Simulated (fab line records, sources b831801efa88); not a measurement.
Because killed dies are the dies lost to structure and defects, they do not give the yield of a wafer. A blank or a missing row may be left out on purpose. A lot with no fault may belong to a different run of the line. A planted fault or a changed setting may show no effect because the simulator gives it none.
fab line records / flow sky130
record lots=6 wafers=18 last-day=49
route steps=708 shown VIA2@521 METAL3@532
lots that met no fault: from a run of the same line without faults
start-h: start of the lot's first displayed wafer, in hours after the record's first day / wait-h: hours elapsed since this lot's preceding step / " identical to the entry in the row above / L1.1+2: one row covering several wafers at once / - no value, or no start was given / * or withheld: withheld / < > ~ a bound
route shown NAME@n: names a module that has steps shown in the file, with the first one's number in the route / usual: mean/standard deviation of fault-free wafers / same: alike in all rows / chamber/n: place in a boat / sites: readings site by site / _std_site: standard deviation across them / _edge_site: mean of outer sites minus mean of inner sites / radius-mm: for every site, how far away it sits from the centre of the wafer / mask NAME#n: copy n / behind: the most recent tool/chamber to have shaped the wafer / hold: what put the lot on hold/how long, in hours/how the hold closed / device: whichever transistor did not switch (one of n, p or np) / end of line: tests of these same wafers at the route's end / for a step that has no rows: nothing shown but its recipe / killed: the dies lost at the first sort to structure and to defects; this is not the yield of the wafer / map: shows each die of a wafer: x if killed, . if not, _ if none is there
set.NAME: the run value of the setting; set.NAME@STEP: its run value at that earlier step / model.NAME: the simulator's own value behind a step, which no gauge read
lots at selected steps of the route; one table per step, one row per wafer
services: when a tool's chamber went out of use (start-h, in hours from the record's first day, below 0 if earlier), for how many hours, and the reason
## steps
# step SKY_VIA2_ETCH_14
# recipe chemistry=N2/H2 target=BARC ion-energy-ev=200 source-w=500 bias-w=100 pressure-mtorr=30 n2-flow-sccm=100 h2-flow-sccm=200 stop-on=SiO2 time-s=45.9 target-depth-a=600
# usual drypump-motor-current-A=5.7/0.32 oes-product-au=0.855/0.0052 throttle-valve-pct=13.224/0.0091
lot.wafer=L351.1 tool=rie-diel-01 chamber=3 start-h=845.67 wait-h=0.0 drypump-motor-current-A=5.9 oes-product-au=0.852 rf-hours-counter-h=19 throttle-valve-pct=13.224
lot.wafer=L351.3 tool=rie-diel-01 chamber=0 start-h=845.67 wait-h=0.0 drypump-motor-current-A=5.6 oes-product-au=0.850 rf-hours-counter-h=7 throttle-valve-pct=13.209
lot.wafer=L351.6 tool=rie-diel-01 chamber=0 start-h=845.67 wait-h=0.0 drypump-motor-current-A=5.6 oes-product-au=0.848 rf-hours-counter-h=- throttle-valve-pct=13.205
lot.wafer=L360.3 tool=rie-diel-03 chamber=2 start-h=944.16 wait-h=0.0 drypump-motor-current-A=5.8 oes-product-au=0.849 rf-hours-counter-h=27 throttle-valve-pct=13.221
lot.wafer=L360.4 tool=rie-diel-03 chamber=1 start-h=944.16 wait-h=0.0 drypump-motor-current-A=5.9 oes-product-au=0.853 rf-hours-counter-h=23 throttle-valve-pct=13.227
lot.wafer=L360.5 tool=rie-diel-03 chamber=3 start-h=944.16 wait-h=0.0 drypump-motor-current-A=5.4 oes-product-au=0.849 rf-hours-counter-h=- throttle-valve-pct=13.228
lot.wafer=L361.2 tool=rie-diel-03 chamber=1 start-h=945.29 wait-h=0.0 drypump-motor-current-A=5.9 oes-product-au=0.855 rf-hours-counter-h=24 throttle-valve-pct=13.212
lot.wafer=L361.5 tool=rie-diel-03 chamber=0 start-h=945.29 wait-h=0.0 drypump-motor-current-A=5.1 oes-product-au=0.851 rf-hours-counter-h=- throttle-valve-pct=13.224
lot.wafer=L361.6 tool=rie-diel-03 chamber=1 start-h=945.29 wait-h=0.0 drypump-motor-current-A=5.8 oes-product-au=0.855 rf-hours-counter-h=- throttle-valve-pct=13.240
lot.wafer=L364.3 tool=rie-diel-03 chamber=1 start-h=954.94 wait-h=0.0 drypump-motor-current-A=5.9 oes-product-au=0.849 rf-hours-counter-h=24 throttle-valve-pct=13.222
lot.wafer=L364.5 tool=rie-diel-03 chamber=2 start-h=954.94 wait-h=0.0 drypump-motor-current-A=5.8 oes-product-au=0.860 rf-hours-counter-h=- throttle-valve-pct=13.217
lot.wafer=L364.6 tool=rie-diel-03 chamber=3 start-h=954.94 wait-h=0.0 drypump-motor-current-A=5.4 oes-product-au=0.867 rf-hours-counter-h=- throttle-valve-pct=13.221
lot.wafer=L370.3 tool=rie-diel-03 chamber=0 start-h=989.69 wait-h=0.0 drypump-motor-current-A=5.1 oes-product-au=0.858 rf-hours-counter-h=10 throttle-valve-pct=13.228
lot.wafer=L370.4 tool=rie-diel-03 chamber=3 start-h=989.69 wait-h=0.0 drypump-motor-current-A=5.4 oes-product-au=0.855 rf-hours-counter-h=4 throttle-valve-pct=13.212
lot.wafer=L370.6 tool=rie-diel-03 chamber=1 start-h=989.69 wait-h=0.0 drypump-motor-current-A=5.9 oes-product-au=0.865 rf-hours-counter-h=- throttle-valve-pct=13.230
lot.wafer=L371.2 tool=rie-diel-03 chamber=1 start-h=992.56 wait-h=0.0 drypump-motor-current-A=5.9 oes-product-au=0.846 rf-hours-counter-h=25 throttle-valve-pct=13.224
lot.wafer=L371.3 tool=rie-diel-03 chamber=0 start-h=992.56 wait-h=0.0 drypump-motor-current-A=5.1 oes-product-au=0.849 rf-hours-counter-h=10 throttle-valve-pct=13.203
lot.wafer=L371.5 tool=rie-diel-03 chamber=2 start-h=992.56 wait-h=0.0 drypump-motor-current-A=5.7 oes-product-au=0.852 rf-hours-counter-h=- throttle-valve-pct=13.226
# step SKY_VIA2_ETCH_15
# recipe target=SiO2 chemistry=C4F8/O2/Ar target-depth-nm=546 stop-on=TiN mask-material=KrF-thick source-w=1500 bias-w=1200 pressure-mtorr=40 c4f8-flow-sccm=withheld O2_flow_sccm=6 Ar_flow_sccm=300 time-s=84
# usual oes-product-au=0.939/0.0049
lot.wafer=L351.1 tool=rie-diel-01 chamber=3 start-h=845.71 wait-h=0.0 oes-product-au=0.948 rf-hours-counter-h=19
lot.wafer=L351.3 tool=rie-diel-01 chamber=0 start-h=845.71 wait-h=0.0 oes-product-au=0.929 rf-hours-counter-h=7
lot.wafer=L351.6 tool=rie-diel-01 chamber=0 start-h=845.71 wait-h=0.0 oes-product-au=0.939 rf-hours-counter-h=-
lot.wafer=L360.3 tool=rie-diel-03 chamber=2 start-h=944.20 wait-h=0.0 oes-product-au=0.936 rf-hours-counter-h=27
lot.wafer=L360.4 tool=rie-diel-03 chamber=1 start-h=944.20 wait-h=0.0 oes-product-au=0.939 rf-hours-counter-h=23
lot.wafer=L360.5 tool=rie-diel-03 chamber=3 start-h=944.20 wait-h=0.0 oes-product-au=0.932 rf-hours-counter-h=-
lot.wafer=L361.2 tool=rie-diel-03 chamber=1 start-h=945.33 wait-h=0.0 oes-product-au=0.937 rf-hours-counter-h=24
lot.wafer=L361.5 tool=rie-diel-03 chamber=0 start-h=945.33 wait-h=0.0 oes-product-au=0.927 rf-hours-counter-h=-
lot.wafer=L361.6 tool=rie-diel-03 chamber=1 start-h=945.33 wait-h=0.0 oes-product-au=0.932 rf-hours-counter-h=-
lot.wafer=L364.3 tool=rie-diel-03 chamber=1 start-h=954.98 wait-h=0.0 oes-product-au=0.946 rf-hours-counter-h=24
lot.wafer=L364.5 tool=rie-diel-03 chamber=2 start-h=954.98 wait-h=0.0 oes-product-au=0.936 rf-hours-counter-h=-
lot.wafer=L364.6 tool=rie-diel-03 chamber=3 start-h=954.98 wait-h=0.0 oes-product-au=0.946 rf-hours-counter-h=-
lot.wafer=L370.3 tool=rie-diel-03 chamber=0 start-h=989.73 wait-h=0.0 oes-product-au=0.941 rf-hours-counter-h=10
lot.wafer=L370.4 tool=rie-diel-03 chamber=3 start-h=989.73 wait-h=0.0 oes-product-au=0.941 rf-hours-counter-h=4
lot.wafer=L370.6 tool=rie-diel-03 chamber=1 start-h=989.73 wait-h=0.0 oes-product-au=0.938 rf-hours-counter-h=-
lot.wafer=L371.2 tool=rie-diel-03 chamber=1 start-h=992.60 wait-h=0.0 oes-product-au=0.943 rf-hours-counter-h=25
lot.wafer=L371.3 tool=rie-diel-03 chamber=0 start-h=992.60 wait-h=0.0 oes-product-au=0.940 rf-hours-counter-h=10
lot.wafer=L371.5 tool=rie-diel-03 chamber=2 start-h=992.60 wait-h=0.0 oes-product-au=0.934 rf-hours-counter-h=-
# step SKY_VIA2_STRIP_16
# recipe chemistry=O2/N2 power-w=1400 pressure-mtorr=1500 platen-temp-c=withheld o2-flow-sccm=3000 n2-flow-sccm=300 overash-fraction=0.5
# step SKY_VIA2_STRIP_17
# recipe chemistry=post-etch-residue-remover time-s=1200 temp-c=72.5
# step SKY_VIA2_CLEAN_18
# recipe chemistry=IPA time-s=180 temp-c=25
# step SKY_VIA2_CLEAN_19
# recipe chemistry=O3/DIW dry=n2-spin
# step SKY_VIA2_SPUTTER_20
# recipe material=TiN target-thk-nm=20 chamber-pressure-pa=5 power-w=4000 time-s=80
# usual cathode-dc-power-W=4000.1/0.71 throttle-valve-pct=30.8/0.81
lot.wafer=L351.1 tool=pvd-sputter-03 chamber=- start-h=846.37 wait-h=0.0 cathode-dc-power-W=4000.1 throttle-valve-pct=31.6
lot.wafer=L351.3 tool=pvd-sputter-03 chamber=- start-h=846.37 wait-h=0.0 cathode-dc-power-W=3998.0 throttle-valve-pct=29.2
lot.wafer=L351.6 tool=pvd-sputter-03 chamber=- start-h=846.37 wait-h=0.0 cathode-dc-power-W=3998.7 throttle-valve-pct=31.1
lot.wafer=L360.3 tool=pvd-sputter-04 chamber=- start-h=944.86 wait-h=0.0 cathode-dc-power-W=4000.0 throttle-valve-pct=31.0
lot.wafer=L360.4 tool=pvd-sputter-04 chamber=- start-h=944.86 wait-h=0.0 cathode-dc-power-W=4001.8 throttle-valve-pct=31.6
lot.wafer=L360.5 tool=pvd-sputter-04 chamber=- start-h=944.86 wait-h=0.0 cathode-dc-power-W=4000.5 throttle-valve-pct=31.5
lot.wafer=L361.2 tool=pvd-sputter-01 chamber=- start-h=945.98 wait-h=0.0 cathode-dc-power-W=4000.8 throttle-valve-pct=31.2
lot.wafer=L361.5 tool=pvd-sputter-01 chamber=- start-h=945.98 wait-h=0.0 cathode-dc-power-W=4000.4 throttle-valve-pct=31.3
lot.wafer=L361.6 tool=pvd-sputter-01 chamber=- start-h=945.98 wait-h=0.0 cathode-dc-power-W=4000.1 throttle-valve-pct=30.5
lot.wafer=L364.3 tool=pvd-sputter-04 chamber=- start-h=955.64 wait-h=0.0 cathode-dc-power-W=4001.0 throttle-valve-pct=31.0
lot.wafer=L364.5 tool=pvd-sputter-04 chamber=- start-h=955.64 wait-h=0.0 cathode-dc-power-W=4000.9 throttle-valve-pct=31.4
lot.wafer=L364.6 tool=pvd-sputter-04 chamber=- start-h=955.64 wait-h=0.0 cathode-dc-power-W=4000.0 throttle-valve-pct=31.1
lot.wafer=L370.3 tool=pvd-sputter-03 chamber=- start-h=990.38 wait-h=0.0 cathode-dc-power-W=3999.8 throttle-valve-pct=31.4
lot.wafer=L370.4 tool=pvd-sputter-03 chamber=- start-h=990.38 wait-h=0.0 cathode-dc-power-W=3999.8 throttle-valve-pct=31.1
lot.wafer=L370.6 tool=pvd-sputter-03 chamber=- start-h=990.38 wait-h=0.0 cathode-dc-power-W=3999.9 throttle-valve-pct=29.9
lot.wafer=L371.2 tool=pvd-sputter-03 chamber=- start-h=993.26 wait-h=0.0 cathode-dc-power-W=4000.5 throttle-valve-pct=29.1
lot.wafer=L371.3 tool=pvd-sputter-03 chamber=- start-h=993.26 wait-h=0.0 cathode-dc-power-W=4000.0 throttle-valve-pct=31.8
lot.wafer=L371.5 tool=pvd-sputter-03 chamber=- start-h=993.26 wait-h=0.0 cathode-dc-power-W=4000.9 throttle-valve-pct=29.5
# step SKY_VIA2_CVD_21
# recipe material=W target-thk-nm=420 time-s=126.4 temp-c=400 pressure-torr=40
# usual heater-power-outer-w=543/40 heater-power-w=845/52 susceptor-temp-C=399.96/0.22
lot.wafer=L351.1 tool=cvd-w-02 chamber=1 start-h=846.43 wait-h=0.0 heater-power-outer-w=651 heater-power-w=986 susceptor-temp-C=399.79
lot.wafer=L351.3 tool=cvd-w-02 chamber=1 start-h=846.43 wait-h=0.0 heater-power-outer-w=628 heater-power-w=957 susceptor-temp-C=399.83
lot.wafer=L351.6 tool=cvd-w-02 chamber=1 start-h=846.43 wait-h=0.0 heater-power-outer-w=649 heater-power-w=944 susceptor-temp-C=399.59
lot.wafer=L360.3 tool=cvd-w-01 chamber=1 start-h=944.96 wait-h=0.1 heater-power-outer-w=526 heater-power-w=830 susceptor-temp-C=400.21
lot.wafer=L360.4 tool=cvd-w-01 chamber=0 start-h=944.96 wait-h=0.1 heater-power-outer-w=559 heater-power-w=846 susceptor-temp-C=399.98
lot.wafer=L360.5 tool=cvd-w-01 chamber=0 start-h=944.96 wait-h=0.1 heater-power-outer-w=538 heater-power-w=874 susceptor-temp-C=400.16
lot.wafer=L361.2 tool=cvd-w-01 chamber=1 start-h=946.05 wait-h=0.0 heater-power-outer-w=511 heater-power-w=814 susceptor-temp-C=399.99
lot.wafer=L361.5 tool=cvd-w-01 chamber=0 start-h=946.05 wait-h=0.0 heater-power-outer-w=546 heater-power-w=854 susceptor-temp-C=399.69
lot.wafer=L361.6 tool=cvd-w-01 chamber=1 start-h=946.05 wait-h=0.0 heater-power-outer-w=517 heater-power-w=805 susceptor-temp-C=399.80
lot.wafer=L364.3 tool=cvd-w-01 chamber=1 start-h=955.74 wait-h=0.1 heater-power-outer-w=531 heater-power-w=839 susceptor-temp-C=400.00
lot.wafer=L364.5 tool=cvd-w-01 chamber=1 start-h=955.74 wait-h=0.1 heater-power-outer-w=524 heater-power-w=834 susceptor-temp-C=400.03
lot.wafer=L364.6 tool=cvd-w-01 chamber=0 start-h=955.74 wait-h=0.1 heater-power-outer-w=529 heater-power-w=836 susceptor-temp-C=399.51
lot.wafer=L370.3 tool=cvd-w-01 chamber=1 start-h=990.49 wait-h=0.1 heater-power-outer-w=520 heater-power-w=830 susceptor-temp-C=399.82
lot.wafer=L370.4 tool=cvd-w-01 chamber=0 start-h=990.49 wait-h=0.1 heater-power-outer-w=543 heater-power-w=837 susceptor-temp-C=400.16
lot.wafer=L370.6 tool=cvd-w-01 chamber=0 start-h=990.49 wait-h=0.1 heater-power-outer-w=550 heater-power-w=870 susceptor-temp-C=400.41
lot.wafer=L371.2 tool=cvd-w-02 chamber=1 start-h=993.32 wait-h=0.0 heater-power-outer-w=603 heater-power-w=938 susceptor-temp-C=399.95
lot.wafer=L371.3 tool=cvd-w-02 chamber=0 start-h=993.32 wait-h=0.0 heater-power-outer-w=487 heater-power-w=752 susceptor-temp-C=399.93
lot.wafer=L371.5 tool=cvd-w-02 chamber=0 start-h=993.32 wait-h=0.0 heater-power-outer-w=492 heater-power-w=754 susceptor-temp-C=399.92
# step SKY_VIA2_RS_MEAS_22
# recipe thk-meas-gauge=four-point-probe reads=W_of_VIA2_CVD_21+TiN_of_VIA2_SPUTTER_20
# usual VIA2_W_RS=0.271/0.0042
lot.wafer=L351.1 tool=film-metro-03 chamber=- start-h=846.56 wait-h=0.1 VIA2_W_RS[ohm/sq]=0.273
lot.wafer=L351.3 tool=film-metro-03 chamber=- start-h=846.56 wait-h=0.1 VIA2_W_RS[ohm/sq]=0.275
lot.wafer=L351.6 tool=film-metro-03 chamber=- start-h=846.56 wait-h=0.1 VIA2_W_RS[ohm/sq]=0.268
lot.wafer=L360.3 tool=film-metro-01 chamber=- start-h=945.09 wait-h=0.1 VIA2_W_RS[ohm/sq]=0.268
lot.wafer=L360.4 tool=film-metro-01 chamber=- start-h=945.09 wait-h=0.1 VIA2_W_RS[ohm/sq]=0.266
lot.wafer=L360.5 tool=film-metro-01 chamber=- start-h=945.09 wait-h=0.1 VIA2_W_RS[ohm/sq]=0.267
lot.wafer=L361.2 tool=film-metro-02 chamber=- start-h=946.20 wait-h=0.1 VIA2_W_RS[ohm/sq]=0.271
lot.wafer=L361.5 tool=film-metro-02 chamber=- start-h=946.20 wait-h=0.1 VIA2_W_RS[ohm/sq]=0.265
lot.wafer=L361.6 tool=film-metro-02 chamber=- start-h=946.20 wait-h=0.1 VIA2_W_RS[ohm/sq]=0.272
lot.wafer=L364.3 tool=film-metro-03 chamber=- start-h=955.87 wait-h=0.1 VIA2_W_RS[ohm/sq]=0.279
lot.wafer=L364.5 tool=film-metro-03 chamber=- start-h=955.87 wait-h=0.1 VIA2_W_RS[ohm/sq]=0.277
lot.wafer=L364.6 tool=film-metro-03 chamber=- start-h=955.87 wait-h=0.1 VIA2_W_RS[ohm/sq]=0.271
lot.wafer=L370.3 tool=film-metro-02 chamber=- start-h=990.62 wait-h=0.1 VIA2_W_RS[ohm/sq]=0.273
lot.wafer=L370.4 tool=film-metro-02 chamber=- start-h=990.62 wait-h=0.1 VIA2_W_RS[ohm/sq]=0.265
lot.wafer=L370.6 tool=film-metro-02 chamber=- start-h=990.62 wait-h=0.1 VIA2_W_RS[ohm/sq]=0.266
lot.wafer=L371.2 tool=film-metro-01 chamber=- start-h=993.47 wait-h=0.1 VIA2_W_RS[ohm/sq]=0.277
lot.wafer=L371.3 tool=film-metro-01 chamber=- start-h=993.47 wait-h=0.1 VIA2_W_RS[ohm/sq]=0.274
lot.wafer=L371.5 tool=film-metro-01 chamber=- start-h=993.47 wait-h=0.1 VIA2_W_RS[ohm/sq]=0.273
# step SKY_VIA2_THK_MEAS_23
# recipe thk-meas-gauge=xrf reads=W_of_VIA2_CVD_21
# usual VIA2_W_THK=418/6.9
lot.wafer=L351.1 tool=film-metro-03 chamber=- start-h=846.68 wait-h=0.1 VIA2_W_THK[nm]=422
lot.wafer=L351.3 tool=film-metro-03 chamber=- start-h=846.68 wait-h=0.1 VIA2_W_THK[nm]=418
lot.wafer=L351.6 tool=film-metro-03 chamber=- start-h=846.68 wait-h=0.1 VIA2_W_THK[nm]=430
lot.wafer=L360.3 tool=film-metro-01 chamber=- start-h=945.19 wait-h=0.1 VIA2_W_THK[nm]=422
lot.wafer=L360.4 tool=film-metro-01 chamber=- start-h=945.19 wait-h=0.1 VIA2_W_THK[nm]=430
lot.wafer=L360.5 tool=film-metro-01 chamber=- start-h=945.19 wait-h=0.1 VIA2_W_THK[nm]=421
lot.wafer=L361.2 tool=film-metro-02 chamber=- start-h=946.31 wait-h=0.1 VIA2_W_THK[nm]=417
lot.wafer=L361.5 tool=film-metro-02 chamber=- start-h=946.31 wait-h=0.1 VIA2_W_THK[nm]=427
lot.wafer=L361.6 tool=film-metro-02 chamber=- start-h=946.31 wait-h=0.1 VIA2_W_THK[nm]=414
lot.wafer=L364.3 tool=film-metro-03 chamber=- start-h=955.97 wait-h=0.1 VIA2_W_THK[nm]=410
lot.wafer=L364.5 tool=film-metro-03 chamber=- start-h=955.97 wait-h=0.1 VIA2_W_THK[nm]=411
lot.wafer=L364.6 tool=film-metro-03 chamber=- start-h=955.97 wait-h=0.1 VIA2_W_THK[nm]=420
lot.wafer=L370.3 tool=film-metro-02 chamber=- start-h=990.72 wait-h=0.1 VIA2_W_THK[nm]=409
lot.wafer=L370.4 tool=film-metro-02 chamber=- start-h=990.72 wait-h=0.1 VIA2_W_THK[nm]=424
lot.wafer=L370.6 tool=film-metro-02 chamber=- start-h=990.72 wait-h=0.1 VIA2_W_THK[nm]=426
lot.wafer=L371.2 tool=film-metro-01 chamber=- start-h=993.58 wait-h=0.1 VIA2_W_THK[nm]=409
lot.wafer=L371.3 tool=film-metro-01 chamber=- start-h=993.58 wait-h=0.1 VIA2_W_THK[nm]=415
lot.wafer=L371.5 tool=film-metro-01 chamber=- start-h=993.58 wait-h=0.1 VIA2_W_THK[nm]=418
# step SKY_VIA2_CMP_24
# recipe stop-on=SiO2 t-overpolish-s=20 down-force-psi=3.5 platen-rpm=60 target-thk-nm=0 pad-velocity-m-s=0.94248
# step SKY_METAL3_SPUTTER_00
# recipe material=Ti target-thk-nm=15 power-w=3000 time-s=10 chamber-pressure-pa=0.4
# step SKY_METAL3_SPUTTER_01
# recipe material=TiN target-thk-nm=20 power-w=6500 time-s=16.7 chamber-pressure-pa=0.4
# usual cathode-dc-power-W=6500.0/1.2 throttle-valve-pct=30.7/0.71
lot.wafer=L351.1 tool=pvd-sputter-02 chamber=- start-h=847.06 wait-h=0.0 cathode-dc-power-W=6499.4 throttle-valve-pct=31.1 model.TiN_of_METAL3_SPUTTER_01.thk-nm=20.14
lot.wafer=L351.3 tool=pvd-sputter-02 chamber=- start-h=847.06 wait-h=0.0 cathode-dc-power-W=6501.3 throttle-valve-pct=30.7 model.TiN_of_METAL3_SPUTTER_01.thk-nm=20.4
lot.wafer=L351.6 tool=pvd-sputter-02 chamber=- start-h=847.06 wait-h=0.0 cathode-dc-power-W=6499.9 throttle-valve-pct=30.6 model.TiN_of_METAL3_SPUTTER_01.thk-nm=20.51
lot.wafer=L360.3 tool=pvd-sputter-02 chamber=- start-h=945.55 wait-h=0.0 cathode-dc-power-W=5179.3 throttle-valve-pct=31.5 model.TiN_of_METAL3_SPUTTER_01.thk-nm=15.68
lot.wafer=L360.4 tool=pvd-sputter-02 chamber=- start-h=945.55 wait-h=0.0 cathode-dc-power-W=5178.7 throttle-valve-pct=31.2 model.TiN_of_METAL3_SPUTTER_01.thk-nm=16.19
lot.wafer=L360.5 tool=pvd-sputter-02 chamber=- start-h=945.55 wait-h=0.0 cathode-dc-power-W=5182.4 throttle-valve-pct=31.4 model.TiN_of_METAL3_SPUTTER_01.thk-nm=15.53
lot.wafer=L361.2 tool=pvd-sputter-02 chamber=- start-h=946.68 wait-h=0.0 cathode-dc-power-W=5181.7 throttle-valve-pct=30.9 model.TiN_of_METAL3_SPUTTER_01.thk-nm=15.59
lot.wafer=L361.5 tool=pvd-sputter-02 chamber=- start-h=946.68 wait-h=0.0 cathode-dc-power-W=5181.5 throttle-valve-pct=31.0 model.TiN_of_METAL3_SPUTTER_01.thk-nm=15.64
lot.wafer=L361.6 tool=pvd-sputter-02 chamber=- start-h=946.68 wait-h=0.0 cathode-dc-power-W=5180.3 throttle-valve-pct=31.1 model.TiN_of_METAL3_SPUTTER_01.thk-nm=16.1
lot.wafer=L364.3 tool=pvd-sputter-01 chamber=- start-h=956.33 wait-h=0.0 cathode-dc-power-W=6499.8 throttle-valve-pct=30.3 model.TiN_of_METAL3_SPUTTER_01.thk-nm=19.74
lot.wafer=L364.5 tool=pvd-sputter-01 chamber=- start-h=956.33 wait-h=0.0 cathode-dc-power-W=6498.0 throttle-valve-pct=29.8 model.TiN_of_METAL3_SPUTTER_01.thk-nm=19.76
lot.wafer=L364.6 tool=pvd-sputter-01 chamber=- start-h=956.33 wait-h=0.0 cathode-dc-power-W=6500.1 throttle-valve-pct=30.2 model.TiN_of_METAL3_SPUTTER_01.thk-nm=19.91
lot.wafer=L370.3 tool=pvd-sputter-03 chamber=- start-h=991.08 wait-h=0.0 cathode-dc-power-W=6497.9 throttle-valve-pct=29.3 model.TiN_of_METAL3_SPUTTER_01.thk-nm=19.98
lot.wafer=L370.4 tool=pvd-sputter-03 chamber=- start-h=991.08 wait-h=0.0 cathode-dc-power-W=6500.9 throttle-valve-pct=29.8 model.TiN_of_METAL3_SPUTTER_01.thk-nm=20.11
lot.wafer=L370.6 tool=pvd-sputter-03 chamber=- start-h=991.08 wait-h=0.0 cathode-dc-power-W=6500.6 throttle-valve-pct=29.1 model.TiN_of_METAL3_SPUTTER_01.thk-nm=20.02
lot.wafer=L371.2 tool=pvd-sputter-01 chamber=- start-h=993.95 wait-h=0.0 cathode-dc-power-W=6501.2 throttle-valve-pct=30.3 model.TiN_of_METAL3_SPUTTER_01.thk-nm=20.22
lot.wafer=L371.3 tool=pvd-sputter-01 chamber=- start-h=993.95 wait-h=0.0 cathode-dc-power-W=6499.2 throttle-valve-pct=31.3 model.TiN_of_METAL3_SPUTTER_01.thk-nm=19.55
lot.wafer=L371.5 tool=pvd-sputter-01 chamber=- start-h=993.95 wait-h=0.0 cathode-dc-power-W=6500.0 throttle-valve-pct=30.4 model.TiN_of_METAL3_SPUTTER_01.thk-nm=20.07
# step SKY_METAL3_SPUTTER_02
# recipe material=AlCu target-thk-nm=735 power-w=10600 time-s=39.1 chamber-pressure-pa=0.4
# usual cathode-dc-power-W=10600/2 throttle-valve-pct=30.7/0.69
lot.wafer=L351.1 tool=pvd-sputter-02 chamber=- start-h=847.09 wait-h=0.0 cathode-dc-power-W=10600 throttle-valve-pct=31.1
lot.wafer=L351.3 tool=pvd-sputter-02 chamber=- start-h=847.09 wait-h=0.0 cathode-dc-power-W=10599 throttle-valve-pct=30.8
lot.wafer=L351.6 tool=pvd-sputter-02 chamber=- start-h=847.09 wait-h=0.0 cathode-dc-power-W=10603 throttle-valve-pct=30.7
lot.wafer=L360.3 tool=pvd-sputter-02 chamber=- start-h=945.58 wait-h=0.0 cathode-dc-power-W=10600 throttle-valve-pct=31.4
lot.wafer=L360.4 tool=pvd-sputter-02 chamber=- start-h=945.58 wait-h=0.0 cathode-dc-power-W=10598 throttle-valve-pct=31.1
lot.wafer=L360.5 tool=pvd-sputter-02 chamber=- start-h=945.58 wait-h=0.0 cathode-dc-power-W=10598 throttle-valve-pct=31.7
lot.wafer=L361.2 tool=pvd-sputter-02 chamber=- start-h=946.70 wait-h=0.0 cathode-dc-power-W=10601 throttle-valve-pct=30.8
lot.wafer=L361.5 tool=pvd-sputter-02 chamber=- start-h=946.70 wait-h=0.0 cathode-dc-power-W=10600 throttle-valve-pct=31.0
lot.wafer=L361.6 tool=pvd-sputter-02 chamber=- start-h=946.70 wait-h=0.0 cathode-dc-power-W=10604 throttle-valve-pct=30.5
lot.wafer=L364.3 tool=pvd-sputter-01 chamber=- start-h=956.36 wait-h=0.0 cathode-dc-power-W=10604 throttle-valve-pct=30.4
lot.wafer=L364.5 tool=pvd-sputter-01 chamber=- start-h=956.36 wait-h=0.0 cathode-dc-power-W=10600 throttle-valve-pct=30.1
lot.wafer=L364.6 tool=pvd-sputter-01 chamber=- start-h=956.36 wait-h=0.0 cathode-dc-power-W=10599 throttle-valve-pct=30.4
lot.wafer=L370.3 tool=pvd-sputter-03 chamber=- start-h=991.10 wait-h=0.0 cathode-dc-power-W=10599 throttle-valve-pct=29.2
lot.wafer=L370.4 tool=pvd-sputter-03 chamber=- start-h=991.10 wait-h=0.0 cathode-dc-power-W=10600 throttle-valve-pct=29.9
lot.wafer=L370.6 tool=pvd-sputter-03 chamber=- start-h=991.10 wait-h=0.0 cathode-dc-power-W=10599 throttle-valve-pct=29.1
lot.wafer=L371.2 tool=pvd-sputter-01 chamber=- start-h=993.98 wait-h=0.0 cathode-dc-power-W=10600 throttle-valve-pct=30.4
lot.wafer=L371.3 tool=pvd-sputter-01 chamber=- start-h=993.98 wait-h=0.0 cathode-dc-power-W=10598 throttle-valve-pct=31.5
lot.wafer=L371.5 tool=pvd-sputter-01 chamber=- start-h=993.98 wait-h=0.0 cathode-dc-power-W=10603 throttle-valve-pct=30.6
## services
tool=cvd-w-02 chamber=- start-h=829.14 hours=3.8 kind=pm
tool=pvd-sputter-01 chamber=3 start-h=832.59 hours=- kind=consumable-replace:kit
tool=pvd-sputter-01 chamber=3 start-h=832.59 hours=18.0 kind=scheduled-down
tool=pvd-sputter-01 chamber=3 start-h=832.59 hours=18.0 kind=vent-cycle
tool=rie-diel-03 chamber=3 start-h=840.31 hours=- kind=clean
tool=rie-diel-03 chamber=3 start-h=840.31 hours=22.7 kind=scheduled-down
tool=rie-diel-03 chamber=3 start-h=840.31 hours=22.7 kind=vent-cycle
tool=cvd-w-02 chamber=- start-h=884.72 hours=1.4 kind=repair
tool=pvd-sputter-01 chamber=- start-h=888.99 hours=3.3 kind=repair
tool=pvd-sputter-01 chamber=- start-h=899.16 hours=1.0 kind=repair
tool=pvd-sputter-02 chamber=0 start-h=903.28 hours=- kind=consumable-replace:kit
tool=pvd-sputter-02 chamber=0 start-h=903.28 hours=18.0 kind=scheduled-down
tool=pvd-sputter-02 chamber=0 start-h=903.28 hours=18.0 kind=vent-cycle
tool=pvd-sputter-02 chamber=- start-h=903.46 hours=4.9 kind=repair
tool=cvd-w-02 chamber=- start-h=904.00 hours=14.0 kind=pm
tool=rie-diel-03 chamber=2 start-h=904.71 hours=5.3 kind=repair
tool=rie-diel-03 chamber=0 start-h=905.24 hours=17.4 kind=repair
tool=pvd-sputter-02 chamber=- start-h=912.67 hours=2.7 kind=repair
tool=rie-diel-01 chamber=- start-h=918.22 hours=15.6 kind=pm
tool=cvd-w-01 chamber=- start-h=930.97 hours=2.8 kind=pm
tool=pvd-sputter-02 chamber=- start-h=953.53 hours=2.9 kind=repair
tool=rie-diel-01 chamber=1 start-h=961.76 hours=5.0 kind=repair
tool=cvd-w-02 chamber=0 start-h=967.19 hours=3.0 kind=repair
tool=rie-diel-03 chamber=3 start-h=993.57 hours=3.2 kind=repair
## key
first-sign step=SKY_METAL3_SPUTTER_01 reading=cathode-dc-power-W direction=down sigmas=99+ usual=6500.0 struck=5180.6
effect none on later readings
model-effect step=SKY_METAL3_SPUTTER_01 value=TiN_of_METAL3_SPUTTER_01.thk-nm without=19.85 struck=15.79
met-at SKY_METAL3_SPUTTER_01
struck-wafers L360.3,L360.4,L360.5,L361.2,L361.5,L361.6
sort-left-out L361.2,L361.5,L361.6
onset-between 847.06 945.55
fault kind=process-parameter-drift tool=pvd-sputter-02 chamber=- onset-h=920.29 steps=SKY_METAL3_SPUTTER_01 channel=power-w offset=* shape=step end-h=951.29 acts-in=* stated=*
# sort-left-out: the simulated sort isn't trusted on such a fault, so these wafers' sort isn't shown, and their yield isn't known
